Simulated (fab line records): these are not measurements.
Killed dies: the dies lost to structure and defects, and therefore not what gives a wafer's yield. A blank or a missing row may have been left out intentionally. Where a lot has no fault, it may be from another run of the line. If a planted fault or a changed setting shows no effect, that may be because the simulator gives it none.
fab line records	flow gf180mcu
[record] lots = 5	wafers = 23
route steps=602 shown CONTACT@287 M1@319 V1@339 M2@373 V2@386
startH: hours from the record's first day to the start of the lot's first wafer shown	waitH: time in hours since the lot's previous step	" unchanged from the row above	L1.1+2: several wafers, shown together as one row	- no value, or no start given	* or withheld: withheld	< > ~ a bound
route shown NAME@n: a module of which the file shows steps, and the number in the route of the first	usual: average and standard deviation across the fault-free wafers	same: alike in all rows	chamber/n: place in a boat	sites: the reading at each site	_std_site: standard deviation of those values	_edge_site: outer sites' mean less inner sites'	radiusMm: how far each site lies from the wafer's centre	mask NAME#n: copy n	behind: tool/chamber where the wafer was last shaped	hold: reason for holding the lot/hours on hold/outcome of the hold	device: the n, p or np transistor that did not switch	end of line: tests run on the same wafers once the route is complete	for a step that has no rows: nothing shown but its recipe	killed: not the wafer's yield, but the dies lost to structure and defects at the first sort	map: per-die view of a wafer (x killed, . not killed, _ where there is no die)
set.NAME: the setting as run; set.NAME@STEP: as run at that earlier step	model.NAME: the simulator's own value behind a step, which no gauge read
lots whose settings were changed on purpose; a table a step, a row a wafer
[[steps]]
[step GF_CONTACT_CVD_00]
[recipe] material = SiO2	targetThkNm = 300	sigmaOpenFrac = 0.3	tempC = 400	timeS = 50	sih4FlowSccm = 60	pressureMtorr = 6
lot.wafer	tool	chamber	startH	waitH	set.sih4FlowSccm	model.SiO2_of_CONTACT_CVD_00.thkNm
L075.1	hdpcvd-01	1	339.84	0.2	53.2	266.5
L075.2	"	2	"	"	53.2	266.7
L075.4	"	2	"	"	60	302.4
L075.5	"	1	"	"	60	300.2
L075.6	"	0	"	"	53.2	268.1
L082.1	hdpcvd-01	1	418.28	0.1	60	299.4
L082.2	"	0	"	"	60	299
L082.3	"	2	"	"	60	303.2
L082.4	"	1	"	"	60	297.2
L082.5	"	2	"	"	60	299.7
L083.2	hdpcvd-02	2	426.25	0.1	60	302.7
L083.3	"	0	"	"	60	302.5
L083.4	"	1	"	"	60	302.2
L084.1	hdpcvd-02	1	434.16	0.1	65.63	324.3
L084.2	"	2	"	"	60	294.4
L084.3	"	0	"	"	65.63	321.4
L084.4	"	0	"	"	60	295.1
L084.5	"	1	"	"	65.63	324.7
L085.1	hdpcvd-01	2	443.86	0.1	60	306.6
L085.2	"	0	"	"	60	304.3
L085.3	"	1	"	"	60	297.5
L085.4	"	0	"	"	60	300.8
L085.6	"	2	"	"	60	301.5
[step GF_CONTACT_THK_MEAS_01]
[recipe] reads = SiO2_of_CONTACT_CVD_00
[usual] CONTACT_CVD_00_THK = 300/3.2
lot.wafer	tool	chamber	startH	waitH	set.sih4FlowSccm@CONTACT_CVD_00	CONTACT_CVD_00_THK[nm]
L075.1	filmMetro-02	-	339.88	0.0	53.2	267
L075.2	"	-	"	"	53.2	266
L075.4	"	-	"	"	60	302
L075.5	"	-	"	"	60	300
L075.6	"	-	"	"	53.2	268
L082.1	filmMetro-02	-	418.32	0.0	60	299
L082.2	"	-	"	"	60	299
L082.3	"	-	"	"	60	303
L082.4	"	-	"	"	60	297
L082.5	"	-	"	"	60	300
L083.2	filmMetro-02	-	426.30	0.0	60	303
L083.3	"	-	"	"	60	302
L083.4	"	-	"	"	60	302
L084.1	filmMetro-04	-	434.20	0.0	65.63	324
L084.2	"	-	"	"	60	295
L084.3	"	-	"	"	65.63	322
L084.4	"	-	"	"	60	295
L084.5	"	-	"	"	65.63	325
L085.1	filmMetro-04	-	443.91	0.0	60	307
L085.2	"	-	"	"	60	305
L085.3	"	-	"	"	60	298
L085.4	"	-	"	"	60	301
L085.6	"	-	"	"	60	302
[step GF_CONTACT_SOFTBAKE_10]
[recipe] tempC = 130	timeS = 60	resist = KrF
lot.wafer	tool	chamber	startH	waitH	set.tempC
L075.1+6	lithoTrack-03	0	-	-	130
L075.2+4+5	"	0	"	"	131
L082.1+2+5	lithoTrack-01	0	-	-	130
L082.3+4	"	0	"	"	132.3
L083.2+3+4	lithoTrack-04	0	-	-	130
L084.1+2+5	lithoTrack-03	0	-	-	130
L084.3+4	"	0	"	"	133.7
L085.1+4+6	lithoTrack-03	0	-	-	133.1
L085.2+3	"	0	"	"	130
[step GF_CONTACT_EXPOSE_11]
[recipe] maskId = Contact	targetCdNm = 220	na = 0.68	sourceShape = conventional	sigmaOuter = 0.6	doseMj = 38
[step GF_CONTACT_PEB_12]
[recipe] pebTempC = 135	pebTimeS = 88.75	resist = KrF
[step GF_CONTACT_ETCH_16]
[recipe] chemistry = N2/H2	targetDepthA = withheld	overetchA = withheld	timeS = withheld	target = BARC	ionEnergyEv = 200	sourceW = 500	biasW = 100	pressureMtorr = 30	n2FlowSccm = 100	h2FlowSccm = 200
[step GF_CONTACT_ETCH_17]
[recipe] chemistry = C4F8/O2/Ar	maskMaterial = KrF	target = SiO2	stopOn = CoSi2	sourceW = 1500	biasW = 1200	pressureMtorr = 40	c4f8FlowSccm = withheld	O2_flow_sccm = 6	Ar_flow_sccm = 300	timeS = withheld	targetDepthA = 8600
[usual] oesProductAu = 0.814/0.0046
lot.wafer	tool	chamber	startH	waitH	set.sih4FlowSccm@CONTACT_CVD_00	oesProductAu
L075.1	rieDiel-03	3	-	-	53.2	0.796
L075.2	"	0	"	"	53.2	0.786
L075.4	"	1	"	"	60	0.824
L075.5	"	3	"	"	60	0.819
L075.6	"	0	"	"	53.2	0.792
L082.1	rieDiel-04	2	-	-	60	0.811
L082.2	"	0	"	"	60	0.816
L082.3	"	1	"	"	60	0.807
L082.4	"	3	"	"	60	0.814
L082.5	"	0	"	"	60	0.815
L083.2	rieDiel-03	0	-	-	60	0.816
L083.3	"	1	"	"	60	0.811
L083.4	"	3	"	"	60	0.819
L084.1	rieDiel-01	0	-	-	65.63	0.825
L084.2	"	3	"	"	60	0.813
L084.3	"	2	"	"	65.63	0.819
L084.4	"	1	"	"	60	0.812
L084.5	"	0	"	"	65.63	0.828
L085.1	rieDiel-01	2	-	-	60	0.821
L085.2	"	0	"	"	60	0.816
L085.3	"	3	"	"	60	0.811
L085.4	"	1	"	"	60	0.814
L085.6	"	3	"	"	60	0.820
[step GF_CONTACT_CVD_24]
[recipe] material = W	targetThkNm = 300	timeS = 90.339	tempC = 400	pressureTorr = 40
lot.wafer	tool	chamber	startH	waitH	set.tempC
L075.1+2+4+5+6	cvdW-02	0,1,1,0,1	362.73	0.0	400
L082.1+3+4	cvdW-02	0,0,1	443.37	0.0	394.4
L082.2+5	"	1,0	"	"	400
L083.2+3+4	cvdW-01	0,1,0	451.88	0.0	400
L084.1+5	cvdW-02	1,0	460.49	0.0	400
L084.2+3+4	"	0,0,1	"	"	406.9
L085.1+6	cvdW-01	0,1	470.16	0.0	400
L085.2+3+4	"	1,1,0	"	"	396
[step GF_CONTACT_RS_MEAS_25]
[recipe] thkMeasGauge = four-point-probe	reads = W_of_CONTACT_CVD_24+TiN_of_CONTACT_SPUTTER_23+Ti_of_CONTACT_SPUTTER_22
[usual] CONTACT_W_RS = 0.381/0.0051
lot.wafer	tool	chamber	startH	waitH	set.tempC@CONTACT_CVD_24	CONTACT_W_RS[ohm/sq]
L075.1	filmMetro-03	-	362.83	0.1	400	0.385
L075.2	"	-	"	"	400	0.381
L075.4	"	-	"	"	400	0.379
L075.5	"	-	"	"	400	0.374
L075.6	"	-	"	"	400	0.381
L082.1	filmMetro-04	-	443.47	0.1	394.4	0.417
L082.2	"	-	"	"	400	0.384
L082.3	"	-	"	"	394.4	0.415
L082.4	"	-	"	"	394.4	0.421
L082.5	"	-	"	"	400	0.381
L083.2	filmMetro-03	-	452.00	0.1	400	0.385
L083.3	"	-	"	"	400	0.381
L083.4	"	-	"	"	400	0.381
L084.1	filmMetro-02	-	460.59	0.1	400	0.387
L084.2	"	-	"	"	406.9	0.333
L084.3	"	-	"	"	406.9	0.335
L084.4	"	-	"	"	406.9	0.338
L084.5	"	-	"	"	400	0.379
L085.1	filmMetro-04	-	470.26	0.1	400	0.384
L085.2	"	-	"	"	396	0.413
L085.3	"	-	"	"	396	0.416
L085.4	"	-	"	"	396	0.409
L085.6	"	-	"	"	400	0.380
[step GF_M1_SPUTTER_04]
[recipe] material = TiN	targetThkNm = 50	powerW = 6500	timeS = 41.7	chamberPressurePa = 0.4
lot.wafer	tool	chamber	startH	waitH	set.powerW	model.TiN_of_M1_SPUTTER_04.thkNm
L075.1	pvdSputter-02	-	363.50	0.0	6500	49.31
L075.2	"	-	"	"	6500	49.89
L075.4	"	-	"	"	7082	53.85
L075.5	"	-	"	"	7082	54.25
L075.6	"	-	"	"	7082	54.29
L082.1	pvdSputter-02	-	444.13	0.0	6500	50.07
L082.2	"	-	"	"	6500	50
L082.3	"	-	"	"	6500	49.89
L082.4	"	-	"	"	6244	47.81
L082.5	"	-	"	"	6244	48.13
L083.2	pvdSputter-01	-	452.64	0.0	6500	48.96
L083.3	"	-	"	"	6500	49.59
L083.4	"	-	"	"	6500	50.25
L084.1	pvdSputter-03	-	461.25	0.0	6500	50.01
L084.2	"	-	"	"	6500	49.97
L084.3	"	-	"	"	6500	50.7
L084.4	"	-	"	"	6959	54.44
L084.5	"	-	"	"	6959	53.55
L085.1	pvdSputter-02	-	470.92	0.0	6500	49.51
L085.2	"	-	"	"	6500	50.13
L085.3	"	-	"	"	6500	49.85
L085.4	"	-	"	"	6500	49.76
L085.6	"	-	"	"	6500	49.95
[step GF_M1_COAT_09]
[recipe] resist = KrF	spinRpm = withheld	resistThkNm = 1000
lot.wafer	tool	chamber	startH	waitH	set.resistThkNm	model.KrF_of_M1_COAT_09.thkNm
L075.1	lithoTrack-03	0	374.71	0.1	1000	998.6
L075.2	"	0	"	"	952.4	953.4
L075.4+5	"	0	"	"	1000	-
L075.6	"	0	"	"	952.4	-
L082.1	lithoTrack-04	0	456.24	0.1	1000	995.1
L082.2	"	0	"	"	1000	994.9
L082.3	"	0	"	"	1000	998.2
L082.4	"	0	"	"	1000	999.4
L082.5	"	0	"	"	1000	995.5
L083.2	lithoTrack-02	0	464.46	0.1	1000	994.8
L083.3	"	0	"	"	1000	995.6
L083.4	"	0	"	"	1000	994.5
L084.1	lithoTrack-04	0	473.04	0.1	1000	998.6
L084.2+3	"	0	"	"	1000	1000
L084.4+5	"	0	"	"	1000	-
L085.1	lithoTrack-02	0	482.88	0.1	1016	1016
L085.2	"	0	"	"	1016	1018
L085.3	"	0	"	"	1000	1005
L085.4	"	0	"	"	1000	1003
L085.6	"	0	"	"	1016	1019
[step GF_M1_SOFTBAKE_10]
[recipe] tempC = 130	timeS = 60	resist = KrF
[step GF_M1_EXPOSE_11]
[recipe] maskId = Metal1	targetCdNm = 230	na = 0.68	sourceShape = conventional	sigmaOuter = 0.6	doseMj = 28
[step GF_M1_METAL_ETCH_16]
[recipe] chemistry = Cl2/BCl3	maskMaterial = KrF	targetDepthNm = 627.5	stopOn = SiO2	pressureMtorr = 8	icpW = 800	biasW = 140	Cl2_flow_sccm = 80	bcl3FlowSccm = 40	timeS = 104.6
lot.wafer	tool	chamber	startH	waitH	set.resistThkNm@M1_COAT_09	model.KrF_of_M1_COAT_09.thkNm
L075.1	rieMetal-03	0	385.89	0.0	1000	730.8
L075.2	"	1	"	"	952.4	688.5
L075.4+5	"	0,1	"	"	1000	-
L075.6	"	0	"	"	952.4	-
L082.1	rieMetal-01	1	468.81	0.0	1000	728.4
L082.2	"	0	"	"	1000	729.4
L082.3	"	0	"	"	1000	732.2
L082.4	"	1	"	"	1000	733.3
L082.5	"	1	"	"	1000	728.1
L083.2	rieMetal-03	1	477.04	0.0	1000	729.1
L083.3	"	0	"	"	1000	730.5
L083.4	"	1	"	"	1000	728.6
L084.1	rieMetal-03	0	485.49	0.0	1000	734
L084.2	"	1	"	"	1000	735.6
L084.3	"	0	"	"	1000	733.6
L084.4+5	"	1	"	"	1000	-
L085.1	rieMetal-01	1	495.04	0.0	1016	746.3
L085.2	"	0	"	"	1016	745.5
L085.3	"	0	"	"	1000	730.8
L085.4	"	1	"	"	1000	732.1
L085.6	"	0	"	"	1016	746.6
[step GF_M1_STRIP_17]
[recipe] chemistry = O2/N2	powerW = 1400	pressureMtorr = 1500	platenTempC = 250	o2FlowSccm = 3000	n2FlowSccm = 300	overashFraction = 0.5
[usual] stripTimeToEndpointS = 7.842/0.026
lot.wafer	tool	chamber	startH	waitH	set.pressureMtorr	set.resistThkNm@M1_COAT_09	stripTimeToEndpointS
L075.1	plasmaAsher-01	1	386.01	0.1	1645	1000	7.681
L075.2	"	0	"	"	1645	952.4	7.261
L075.4	"	0	"	"	1645	1000	7.699
L075.5	"	1	"	"	1645	1000	7.724
L075.6	"	0	"	"	1645	952.4	7.254
L082.1	plasmaAsher-04	1	468.93	0.1	1608	1000	7.692
L082.2	"	0	"	"	1608	1000	7.694
L082.3	"	1	"	"	1608	1000	7.718
L082.4	"	0	"	"	1608	1000	7.726
L082.5	"	0	"	"	1608	1000	7.680
L083.2	plasmaAsher-02	1	477.15	0.1	1500	1000	7.823
L083.3	"	0	"	"	1500	1000	7.835
L083.4	"	1	"	"	1500	1000	7.808
L084.1	plasmaAsher-04	0	485.60	0.1	1613	1000	7.726
L084.2	"	1	"	"	1613	1000	7.756
L084.3	"	0	"	"	1613	1000	7.733
L084.4	"	1	"	"	1613	1000	7.730
L084.5	"	0	"	"	1613	1000	7.714
L085.1	plasmaAsher-04	0	495.15	0.1	1640	1016	7.840
L085.2	"	1	"	"	1640	1016	7.837
L085.3	"	1	"	"	1640	1000	7.673
L085.4	"	0	"	"	1640	1000	7.687
L085.6	"	1	"	"	1640	1016	7.824
[step GF_V1_CMP_04]
[recipe] material = SiO2	downForcePsi = 4	platenRpm = 60	padVelocityMS = 0.94248
[usual] timeToEndpointS = 82/5.6
lot.wafer	tool	chamber	startH	waitH	set.leaveAboveRefNm	timeToEndpointS	model.SiO2_of_V1_CVD_02.thkNm
L075.1	cmp-01	1	386.88	0.1	632.5	73	632.6
L075.2	"	3	"	"	632.5	75	632.7
L075.4	"	0	"	"	594.5	97	595
L075.5	"	1	"	"	632.5	78	632.8
L075.6	"	2	"	"	594.5	96	594.3
L082.4	cmp-01	3	469.73	0.0	632.5	80	632.7
L082.1	"	0	"	"	632.5	80	632.4
L082.2	"	1	"	"	648.6	65	646.9
L082.3	"	2	"	"	648.6	80	648.3
L082.5	"	0	"	"	648.6	76	649
L083.3	cmp-01	3	477.96	0.0	632.5	78	633.2
L083.2	"	0	"	"	632.5	72	632.6
L083.4	"	2	"	"	632.5	83	632.7
L084.1	cmp-02	2	486.42	0.1	672.6	60	671.9
L084.2	"	3	"	"	632.5	78	633.4
L084.3	"	0	"	"	672.6	64	673.3
L084.4	"	1	"	"	632.5	82	633.2
L084.5	"	2	"	"	632.5	83	631.5
L085.1	cmp-01	1	496.63	0.7	661.2	75	658.8
L085.4	"	2	"	"	632.5	84	631.6
L085.2	"	3	"	"	661.2	71	660.5
L085.3	"	0	"	"	632.5	81	633
L085.6	"	2	"	"	632.5	83	632
[step GF_V1_DEVELOP_13]
[recipe] developTimeS = 60	resist = KrF	devTempC = 21
lot.wafer	tool	chamber	startH	waitH	set.developTimeS
L075.1+2+6	lithoTrack-01	0	410.22	0.2	68.65
L075.4+5	"	0	"	"	60
L082.1+5	lithoTrack-04	0	494.39	0.2	60
L082.2+3+4	"	0	"	"	62.48
L083.2+3+4	lithoTrack-02	0	502.46	0.2	60
L084.1+2+4	lithoTrack-04	0	510.39	0.2	67.7
L084.3+5	"	0	"	"	60
L085.1+2+4	lithoTrack-01	0	520.77	0.2	60
L085.3+6	"	0	"	"	56.91
[step GF_V1_ETCH_16]
[recipe] chemistry = N2/H2	targetDepthA = withheld	overetchA = withheld	timeS = withheld	target = BARC	ionEnergyEv = 200	sourceW = 500	biasW = 100	pressureMtorr = 30	n2FlowSccm = 100	h2FlowSccm = 200
[step GF_V1_ETCH_17]
[recipe] chemistry = C4F8/O2/Ar	maskMaterial = KrF	target = SiO2	stopOn = TiN	sourceW = 1500	biasW = 1200	pressureMtorr = 40	c4f8FlowSccm = withheld	O2_flow_sccm = 6	Ar_flow_sccm = 300	timeS = withheld	targetDepthA = 6300
[usual] oesProductAu = 0.856/0.0037
lot.wafer	tool	chamber	startH	waitH	set.leaveAboveRefNm@V1_CMP_04	oesProductAu	model.V1.featureDepthNm
L075.1	rieDiel-01	1	-	-	632.5	0.854	632.6
L075.2	"	0	"	"	632.5	0.856	632.7
L075.4	"	3	"	"	594.5	0.829	595
L075.5	"	3	"	"	632.5	0.855	632.8
L075.6	"	0	"	"	594.5	0.825	594.3
L082.1	rieDiel-01	0	-	-	632.5	0.865	632.4
L082.2	"	2	"	"	648.6	0.865	646.9
L082.3	"	1	"	"	648.6	0.869	648.3
L082.4	"	3	"	"	632.5	0.852	632.7
L082.5	"	3	"	"	648.6	0.877	649
L083.2	rieDiel-04	3	-	-	632.5	0.860	632.6
L083.3	"	1	"	"	632.5	0.858	633.2
L083.4	"	2	"	"	632.5	0.861	632.7
L084.1	rieDiel-01	0	-	-	672.6	0.886	671.9
L084.2	"	3	"	"	632.5	0.856	633.4
L084.3	"	1	"	"	672.6	0.879	673.3
L084.4	"	2	"	"	632.5	0.857	633.2
L084.5	"	1	"	"	632.5	0.851	631.5
L085.1	rieDiel-02	0	-	-	661.2	0.881	658.8
L085.2	"	3	"	"	661.2	0.877	660.5
L085.3	"	1	"	"	632.5	0.858	633
L085.4	"	2	"	"	632.5	0.859	631.6
L085.6	"	3	"	"	632.5	0.852	632
[step GF_M2_EXPOSE_11]
[recipe] maskId = Metal2	targetCdNm = 280	na = 0.68	sourceShape = conventional	sigmaOuter = 0.6	doseMj = 28
lot.wafer	tool	chamber	startH	waitH	mask	set.doseMj
L075.1+2+4+5+6	krfScanner-02	0	-	-	Metal2#0	28
L082.1+3+4	krfScanner-02	0	-	-	Metal2#0	29.9
L082.2+5	"	0	"	"	Metal2#0	28
L083.2+3+4	krfScanner-02	0	-	-	Metal2#0	28
L084.1+4	krfScanner-02	0	-	-	Metal2#0	26.92
L084.2+3+5	"	0	"	"	Metal2#0	28
L085.1+4+6	krfScanner-02	0	-	-	Metal2#0	28
L085.2+3	"	0	"	"	Metal2#0	29.47
[step GF_M2_PEB_12]
[recipe] pebTempC = 135	pebTimeS = 90	resist = KrF
[step GF_M2_DEVELOP_13]
[recipe] developTimeS = 60	devTempC = 21
[step GF_M2_CD_MEAS_14]
[recipe] targetCdNm = 280
[usual] cdNm = 280.7/1
lot.wafer	tool	chamber	startH	waitH	set.doseMj@M2_EXPOSE_11	cdNm
L075.1	cdSem-01	-	435.56	0.1	28	279.9
L075.2	"	-	"	"	28	280.8
L075.4	"	-	"	"	28	279.0
L075.5	"	-	"	"	28	280.1
L075.6	"	-	"	"	28	279.3
L082.1	cdSem-02	-	520.57	0.1	29.9	269.9
L082.2	"	-	"	"	28	280.6
L082.3	"	-	"	"	29.9	272.1
L082.4	"	-	"	"	29.9	271.8
L082.5	"	-	"	"	28	281.9
L083.2	cdSem-02	-	527.84	0.1	28	280.1
L083.3	"	-	"	"	28	280.5
L083.4	"	-	"	"	28	281.4
L084.1	cdSem-01	-	535.53	0.1	26.92	287.6
L084.2	"	-	"	"	28	280.9
L084.3	"	-	"	"	28	281.5
L084.4	"	-	"	"	26.92	287.5
L084.5	"	-	"	"	28	281.9
L085.1	cdSem-01	-	546.26	0.1	28	279.6
L085.2	"	-	"	"	29.47	273.3
L085.3	"	-	"	"	29.47	271.0
L085.4	"	-	"	"	28	280.3
L085.6	"	-	"	"	28	279.9
[step GF_M2_METAL_ETCH_16]
[recipe] chemistry = Cl2/BCl3	maskMaterial = KrF	targetDepthNm = 627.5	stopOn = SiO2	pressureMtorr = 8	icpW = 800	biasW = 140	Cl2_flow_sccm = 80	bcl3FlowSccm = 40	timeS = 104.6
lot.wafer	tool	chamber	startH	waitH	set.doseMj@M2_EXPOSE_11	model.M2.cdNm
L075.1	rieMetal-04	0	435.71	0.0	28	283.1
L075.2	"	1	"	"	28	281.1
L075.4	"	1	"	"	28	278
L075.5	"	0	"	"	28	284.1
L075.6	"	1	"	"	28	279.2
L082.1	rieMetal-04	0	520.72	0.0	29.9	273.8
L082.2	"	1	"	"	28	283.3
L082.3	"	0	"	"	29.9	275
L082.4	"	1	"	"	29.9	272.1
L082.5	"	0	"	"	28	286.2
L083.2	rieMetal-02	1	527.97	0.0	28	283.1
L083.3	"	0	"	"	28	282.1
L083.4	"	1	"	"	28	280
L084.1	rieMetal-04	0	535.69	0.0	26.92	292.7
L084.2	"	0	"	"	28	287
L084.3	"	0	"	"	28	284.1
L084.4	"	0	"	"	26.92	295.4
L084.5	"	0	"	"	28	289
L085.1	rieMetal-02	0	546.42	0.0	28	279.5
L085.2	"	0	"	"	29.47	274.2
L085.3	"	0	"	"	29.47	273.7
L085.4	"	0	"	"	28	281.1
L085.6	"	0	"	"	28	280.7
[step GF_V2_CMP_04]
[recipe] material = SiO2	downForcePsi = 4	platenRpm = 60	padVelocityMS = 0.94248
lot.wafer	tool	chamber	startH	waitH	set.leaveAboveRefNm	model.SiO2_of_V2_CVD_02.thkNm
L075.1	cmp-01	1	436.69	0.1	657.4	656.1
L075.2	"	2	"	"	632.5	632
L075.4	"	3	"	"	632.5	631.1
L075.5	"	1	"	"	657.4	656
L075.6	"	2	"	"	657.4	657.4
L082.4	cmp-02	3	521.64	0.0	658.8	659.8
L082.2	"	0	"	"	632.5	633.1
L082.3	"	1	"	"	632.5	633.7
L082.1	"	2	"	"	632.5	632.4
L082.5	"	0	"	"	658.8	660.7
L083.2	cmp-01	1	528.88	0.0	632.5	630.3
L083.4	"	2	"	"	632.5	633.1
L083.3	"	3	"	"	632.5	631.4
L084.2	cmp-02	3	536.71	0.0	632.5	633.3
L084.1	"	0	"	"	632.5	634.3
L084.3+4	"	1,2	"	"	632.5	631.8
L084.5	"	3	"	"	632.5	632.9
L085.4	cmp-01	3	547.45	0.0	671.2	669.4
L085.1	"	0	"	"	671.2	669.2
L085.2	"	1	"	"	632.5	631.2
L085.3	"	2	"	"	671.2	669.6
L085.6	"	3	"	"	632.5	632.1
[[key]]
[split] step = GF_CONTACT_CVD_00	setting = sih4FlowSccm	stated = 60	by = wafer
[response] step = GF_CONTACT_CVD_00	reading = model.SiO2_of_CONTACT_CVD_00.thkNm	change = +3.03	per = 1%	r = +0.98
[response] step = GF_CONTACT_THK_MEAS_01	reading = CONTACT_CVD_00_THK	change = +3.03	per = 1%	r = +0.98
[response] step = GF_CONTACT_ETCH_17	reading = oesProductAu	change = +0.00208	per = 1%	r = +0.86
[split] step = GF_CONTACT_SOFTBAKE_10	setting = tempC	stated = 130	by = wafer
response none clear
[split] step = GF_CONTACT_CVD_24	setting = tempC	stated = 400	by = wafer
[response] step = GF_CONTACT_RS_MEAS_25	reading = CONTACT_W_RS	change = -0.0271	per = 1%	r = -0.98
[split] step = GF_M1_SPUTTER_04	setting = powerW	stated = 6500	by = wafer
[response] step = GF_M1_SPUTTER_04	reading = model.TiN_of_M1_SPUTTER_04.thkNm	change = +0.516	per = 1%	r = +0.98
[split] step = GF_M1_COAT_09	setting = resistThkNm	stated = 1000	by = wafer
[response] step = GF_M1_COAT_09	reading = model.KrF_of_M1_COAT_09.thkNm	change = +9.29	per = 1%	r = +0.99
[response] step = GF_M1_METAL_ETCH_16	reading = model.KrF_of_M1_COAT_09.thkNm	change = +8.95	per = 1%	r = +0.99
[response] step = GF_M1_STRIP_17	reading = stripTimeToEndpointS	change = *	per = 1%	r = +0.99
[split] step = GF_M1_STRIP_17	setting = pressureMtorr	stated = 1500	by = lot
response none clear
[split] step = GF_V1_CMP_04	setting = leaveAboveRefNm	stated = 632.5	by = wafer
[response] step = GF_V1_CMP_04	reading = timeToEndpointS	change = *	per = 1%	r = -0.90
[response] step = GF_V1_CMP_04	reading = model.SiO2_of_V1_CVD_02.thkNm	change = +6.24	per = 1%	r = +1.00
[response] step = GF_V1_ETCH_17	reading = oesProductAu	change = +0.00458	per = 1%	r = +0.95
[response] step = GF_V1_ETCH_17	reading = model.V1.featureDepthNm	change = +6.24	per = 1%	r = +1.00
[split] step = GF_V1_DEVELOP_13	setting = developTimeS	stated = 60	by = wafer
response none clear
[split] step = GF_M2_EXPOSE_11	setting = doseMj	stated = 28	by = wafer
[response] step = GF_M2_CD_MEAS_14	reading = cdNm	change = -1.49	per = 1%	r = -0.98
[response] step = GF_M2_METAL_ETCH_16	reading = model.M2.cdNm	change = -1.56	per = 1%	r = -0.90
[split] step = GF_V2_CMP_04	setting = leaveAboveRefNm	stated = 632.5	by = wafer
[response] step = GF_V2_CMP_04	reading = model.SiO2_of_V2_CVD_02.thkNm	change = +6.3	per = 1%	r = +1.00
